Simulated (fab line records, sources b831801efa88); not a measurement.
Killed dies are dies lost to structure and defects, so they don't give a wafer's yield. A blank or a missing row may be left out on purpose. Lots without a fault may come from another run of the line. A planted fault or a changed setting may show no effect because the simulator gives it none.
fab line records | flow gf180mcu
record lots=13 wafers=39 last_day=34
route steps=602 shown HV_LDD@204 PSD@261 SAB@265 M1@320
lots that met no fault: from a run of the same line without faults
start_h: hours from the record's first day to the start of the lot's first wafer shown | wait_h: hours since the lot's step before | " the same as in the row above | L1.1+2: a row that stands for several wafers | - no value, or no start given | * or withheld: withheld | < > ~ a bound
route shown NAME@n: a module of which the file shows steps, and the number in the route of the first | usual: mean/standard deviation of fault-free wafers | same: alike in all rows | chamber/n: place in a boat | sites: the reading at each site | _std_site: their standard deviation | _edge_site: outer sites' mean less inner sites' | radius_mm: how far each site lies from the wafer's centre | mask NAME#n: copy n | behind: the tool/chamber that last shaped the wafer | hold: why the lot was held/for how many hours/how that ended | device: the transistor (n, p or np) that didn't switch | end of line: the same wafers' tests at the end of the route | a step without rows: its recipe alone | killed: dies lost to structure and defects at the first sort, not the wafer's yield | map: a wafer's dies, x killed, . not, _ none there
set.NAME: the setting as run; set.NAME@STEP: as run at that earlier step | model.NAME: the simulator's own value behind a step, which no gauge read
steps of the route over a sample of lots; a table a step, a row a wafer
services: from which hour (start_h, from the record's first day; less than 0 if before it) a tool's chamber was out of use, for how many hours, and why
## steps
# step GF_HV_LDD_EXPOSE_28
# recipe mask_id=Nplus_HV_AREA target_cd_nm=400 na=0.6 source_shape=conventional sigma_outer=0.6 dose_mj=140
# usual exposure_dose_mJ_cm2=139.98/0.13
# columns lot.wafer tool chamber start_h wait_h mask exposure_dose_mJ_cm2
L464.2 iline_stepper-02 0 264.22 - Nplus_HV_AREA#0 139.99
L464.3 " 0 " " Nplus_HV_AREA#0 139.96
L464.4 " 0 " " Nplus_HV_AREA#0 139.89
L465.1 iline_stepper-01 0 270.48 - Nplus_HV_AREA#0 140.06
L465.4 " 0 " " Nplus_HV_AREA#0 139.87
L465.5 " 0 " " Nplus_HV_AREA#0 140.07
L467.1 iline_stepper-02 0 287.33 - Nplus_HV_AREA#0 139.89
L467.2 " 0 " " Nplus_HV_AREA#0 139.62
L467.3 " 0 " " Nplus_HV_AREA#0 139.90
L468.1 iline_stepper-02 0 296.91 - Nplus_HV_AREA#0 139.88
L468.2 " 0 " " Nplus_HV_AREA#0 140.04
L468.6 " 0 " " Nplus_HV_AREA#0 140.10
L469.1 iline_stepper-01 0 304.63 - Nplus_HV_AREA#0 139.85
L469.2 " 0 " " Nplus_HV_AREA#0 139.94
L469.6 " 0 " " Nplus_HV_AREA#0 139.99
L470.1 iline_stepper-02 0 312.68 - Nplus_HV_AREA#0 139.95
L470.2 " 0 " " Nplus_HV_AREA#0 139.74
L470.3 " 0 " " Nplus_HV_AREA#0 140.10
L472.3 iline_stepper-02 0 325.69 - Nplus_HV_AREA#0 140.05
L472.4 " 0 " " Nplus_HV_AREA#0 139.82
L472.6 " 0 " " Nplus_HV_AREA#0 140.06
L473.1 iline_stepper-01 0 337.92 - Nplus_HV_AREA#0 140.07
L473.4 " 0 " " Nplus_HV_AREA#0 140.10
L473.5 " 0 " " Nplus_HV_AREA#0 140.04
L477.1 iline_stepper-01 0 374.67 - Nplus_HV_AREA#0 140.13
L477.4 " 0 " " Nplus_HV_AREA#0 140.09
L477.5 " 0 " " Nplus_HV_AREA#0 140.14
L478.2 iline_stepper-01 0 376.30 - Nplus_HV_AREA#0 139.92
L478.5 " 0 " " Nplus_HV_AREA#0 140.08
L478.6 " 0 " " Nplus_HV_AREA#0 139.91
L479.2 iline_stepper-01 0 380.62 - Nplus_HV_AREA#0 132.95
L479.5 " 0 " " Nplus_HV_AREA#0 132.77
L479.6 " 0 " " Nplus_HV_AREA#0 132.96
L480.2 iline_stepper-01 0 384.37 - Nplus_HV_AREA#0 132.90
L480.5 " 0 " " Nplus_HV_AREA#0 133.11
L480.6 " 0 " " Nplus_HV_AREA#0 133.03
L483.2 iline_stepper-02 0 424.25 - Nplus_HV_AREA#0 140.09
L483.3 " 0 " " Nplus_HV_AREA#0 139.99
L483.6 " 0 " " Nplus_HV_AREA#0 139.93
# step GF_HV_LDD_CD_MEAS_31
# recipe target_cd_nm=400
# usual cd_nm=400.4/2
# columns lot.wafer tool chamber start_h wait_h cd_nm
L464.2 cd_sem-02 - 273.78 0.1 400.3
L464.3 " - " " 398.8
L464.4 " - " " 401.2
L465.1 cd_sem-01 - 279.91 0.1 398.4
L465.4 " - " " 400.8
L465.5 " - " " 397.5
L467.1 cd_sem-02 - 296.70 0.1 400.3
L467.2 " - " " 399.7
L467.3 " - " " 400.6
L468.1 cd_sem-02 - 306.51 0.1 400.5
L468.2 " - " " 400.5
L468.6 " - " " 401.9
L469.1 cd_sem-01 - 314.91 0.1 402.0
L469.2 " - " " 401.8
L469.6 " - " " 404.0
L470.1 cd_sem-02 - 322.71 0.1 401.1
L470.2 " - " " 402.3
L470.3 " - " " 401.3
L472.3 cd_sem-01 - 335.55 0.1 399.1
L472.4 " - " " 400.3
L472.6 " - " " 398.9
L473.1 cd_sem-01 - 348.36 0.1 398.4
L473.4 " - " " 399.9
L473.5 " - " " 399.9
L477.1 cd_sem-01 - 385.60 0.1 399.0
L477.4 " - " " 399.1
L477.5 " - " " 398.8
L478.2 cd_sem-01 - 387.92 0.1 405.5
L478.5 " - " " 403.5
L478.6 " - " " 404.9
L479.2 cd_sem-01 - 392.33 0.1 386.3
L479.5 " - " " 385.4
L479.6 " - " " 383.0
L480.2 cd_sem-01 - 395.72 0.1 387.3
L480.5 " - " " 384.7
L480.6 " - " " 387.3
L483.2 cd_sem-01 - 436.68 0.1 397.3
L483.3 " - " " 400.0
L483.6 " - " " 398.6
# step GF_PSD_RTA_13
# recipe temp_c=1025 time_s=20 ambient=N2
# usual chamber_o2_ppm=1.999/0.021 lamp_power_pct=33.1/1.9 wafer_temp_C_max=1028.3/1
# columns lot.wafer tool chamber start_h wait_h chamber_o2_ppm lamp_power_pct wafer_temp_C_max
L464.2 rtp_anneal-01 0 340.68 0.0 2.039 31.4 1030.8
L464.3 " 0 " " 1.969 31.4 1028.6
L464.4 " 0 " " 1.996 31.4 1029.1
L465.1 rtp_anneal-01 0 347.87 0.0 1.958 31.4 1028.6
L465.4 " 0 " " 1.978 31.4 1028.5
L465.5 " 0 " " 1.966 31.4 1028.9
L467.1 rtp_anneal-02 0 365.22 0.0 2.032 35.2 1027.7
L467.2 " 0 " " 2.021 35.1 1027.3
L467.3 " 0 " " 1.976 35.1 1027.4
L468.1 rtp_anneal-02 0 376.76 0.0 2.015 35.1 1027.5
L468.2 " 0 " " 2.026 35.1 1028.1
L468.6 " 0 " " 1.994 35.1 1027.8
L469.1 rtp_anneal-02 0 385.73 0.0 2.027 35.1 1027.1
L469.2 " 0 " " 1.997 35.1 1028.3
L469.6 " 0 " " 2.000 35.1 1027.2
L470.1 rtp_anneal-01 0 394.02 0.0 1.986 31.4 1028.7
L470.2 " 0 " " 1.992 31.4 1029.2
L470.3 " 0 " " 2.028 31.4 1028.7
L472.3 rtp_anneal-02 0 408.42 0.1 2.019 35.2 1027.9
L472.4 " 0 " " 2.044 35.1 1027.0
L472.6 " 0 " " 2.003 35.1 1027.2
L473.1 rtp_anneal-02 0 422.61 0.0 2.009 35.1 1026.7
L473.4 " 0 " " 2.029 35.1 1027.0
L473.5 " 0 " " 1.989 35.1 1027.3
L477.1 rtp_anneal-01 0 463.79 0.0 2.004 31.4 1029.4
L477.4 " 0 " " 2.005 31.4 1028.0
L477.5 " 0 " " 1.997 31.4 1028.1
L478.2 rtp_anneal-01 0 466.24 0.0 1.981 31.4 1028.8
L478.5 " 0 " " 2.009 31.4 1028.2
L478.6 " 0 " " 2.008 31.4 1029.5
L479.2 rtp_anneal-02 0 469.49 0.0 1.996 35.1 1028.0
L479.5 " 0 " " 1.996 35.1 1027.6
L479.6 " 0 " " 1.959 35.2 1027.2
L480.2 rtp_anneal-01 0 473.23 0.0 1.962 31.4 1029.3
L480.5 " 0 " " 1.989 31.4 1030.1
L480.6 " 0 " " 2.009 31.4 1029.5
L483.2 rtp_anneal-01 0 514.59 0.0 1.975 31.4 1028.4
L483.3 " 0 " " 2.000 31.4 1029.0
L483.6 " 0 " " 1.973 31.4 1028.5
# step GF_SAB_THK_MEAS_01
# recipe reads=SiO2_of_SAB_CVD_00
# usual SAB_CVD_00_THK=50.1/0.62
# columns lot.wafer tool chamber start_h wait_h SAB_CVD_00_THK[nm]
L464.2 film_metro-03 - 341.02 0.0 49.3
L464.3 " - " " 49.8
L464.4 " - " " 50.9
L465.1 film_metro-03 - 348.22 0.0 49.2
L465.4 " - " " 49.7
L465.5 " - " " 50.7
L467.1 film_metro-01 - 365.56 0.0 49.6
L467.2 " - " " 50.0
L467.3 " - " " 49.6
L468.1 film_metro-03 - 377.19 0.0 49.7
L468.2 " - " " 49.0
L468.6 " - " " 50.5
L469.1 film_metro-02 - 386.07 0.0 48.8
L469.2 " - " " 49.0
L469.6 " - " " 49.8
L470.1 film_metro-02 - 394.36 0.0 50.2
L470.2 " - " " 49.3
L470.3 " - " " 49.4
L472.3 film_metro-02 - 408.81 0.0 49.5
L472.4 " - " " 49.5
L472.6 " - " " 49.7
L473.1 film_metro-03 - 422.96 0.0 50.4
L473.4 " - " " 51.2
L473.5 " - " " 51.0
L477.1 film_metro-03 - 464.13 0.0 49.3
L477.4 " - " " 50.0
L477.5 " - " " 50.3
L478.2 film_metro-01 - 466.58 0.0 50.0
L478.5 " - " " 50.3
L478.6 " - " " 51.2
L479.2 film_metro-02 - 469.83 0.0 49.7
L479.5 " - " " 50.2
L479.6 " - " " 50.1
L480.2 film_metro-02 - 473.57 0.0 50.7
L480.5 " - " " 51.8
L480.6 " - " " 51.4
L483.2 film_metro-02 - 514.92 0.0 49.7
L483.3 " - " " 49.8
L483.6 " - " " 50.2
# step GF_M1_RS_MEAS_05
# recipe thk_meas_gauge=four-point-probe reads=TiN_of_M1_SPUTTER_04+Ti_of_M1_SPUTTER_03+AlCu_of_M1_SPUTTER_02+TiN_of_M1_SPUTTER_01+Ti_of_M1_SPUTTER_00
# usual M1_ALCU_RS=0.0696/0.00066
# columns lot.wafer tool chamber start_h wait_h M1_ALCU_RS[ohm/sq]
L464.2 film_metro-03 - 388.54 0.0 0.0691
L464.3 " - " " 0.0688
L464.4 " - " " 0.0689
L465.1 film_metro-04 - 395.37 0.0 0.0705
L465.4 " - " " 0.0708
L465.5 " - " " 0.0710
L467.1 film_metro-03 - 414.73 0.0 0.0705
L467.2 " - " " 0.0700
L467.3 " - " " 0.0695
L468.1 film_metro-03 - 427.73 0.0 0.0704
L468.2 " - " " 0.0706
L468.6 " - " " 0.0698
L469.1 film_metro-01 - 436.93 0.0 0.0701
L469.2 " - " " 0.0703
L469.6 " - " " 0.0693
L470.1 film_metro-03 - 445.63 0.0 0.0697
L470.2 " - " " 0.0705
L470.3 " - " " 0.0701
L472.3 film_metro-04 - 460.01 0.1 0.0695
L472.4 " - " " 0.0696
L472.6 " - " " 0.0692
L473.1 film_metro-04 - 474.37 0.0 0.0690
L473.4 " - " " 0.0684
L473.5 " - " " 0.0678
L477.1 film_metro-03 - 515.68 0.0 0.0685
L477.4 " - " " 0.0697
L477.5 " - " " 0.0690
L478.2 film_metro-03 - 517.95 0.0 0.0693
L478.5 " - " " 0.0697
L478.6 " - " " 0.0693
L479.2 film_metro-04 - 520.71 0.0 0.0698
L479.5 " - " " 0.0700
L479.6 " - " " 0.0696
L480.2 film_metro-01 - 524.38 0.0 0.0692
L480.5 " - " " 0.0682
L480.6 " - " " 0.0682
L483.2 film_metro-03 - 563.83 0.0 0.0688
L483.3 " - " " 0.0693
L483.6 " - " " 0.0695
## services
# columns tool chamber start_h hours kind
iline_stepper-01 - 306.11 8.9 pm
iline_stepper-02 - 326.40 1.7 pm
iline_stepper-01 - 339.08 7.2 repair
iline_stepper-02 0 352.76 - calibration
iline_stepper-01 0 362.62 - calibration
iline_stepper-02 - 402.95 7.0 repair
iline_stepper-01 - 409.97 1.7 pm
iline_stepper-01 - 485.34 4.4 pm
## key
first_sign step=GF_HV_LDD_EXPOSE_28 reading=exposure_dose_mJ_cm2 direction=down sigmas=56 usual=139.98 struck=132.96
effect step=GF_HV_LDD_CD_MEAS_31 reading=cd_nm direction=down sigmas=7.4 usual=400.4 struck=385.7
met_at GF_HV_LDD_EXPOSE_28
struck_lots L479,L480
tester_left_out L479,L480
not_acting_at GF_PSD_RTA_13,GF_SAB_THK_MEAS_01,GF_M1_RS_MEAS_05
onset_between 376.30 380.62
fault kind=process_parameter_drift tool=iline_stepper-01 chamber=- onset_h=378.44 steps=GF_HV_LDD_EXPOSE_28 channel=dose_mj offset=-6.9318 shape=step acts_in=these_recipes_only stated=140
# tester_left_out: of these lots the tester's yield and bins aren't shown, on N5 and GAA mostly nor the transistor test; their killed dies are dies lost to structure and defects alone, not to doping, threshold or leakage, so they don't give the yield
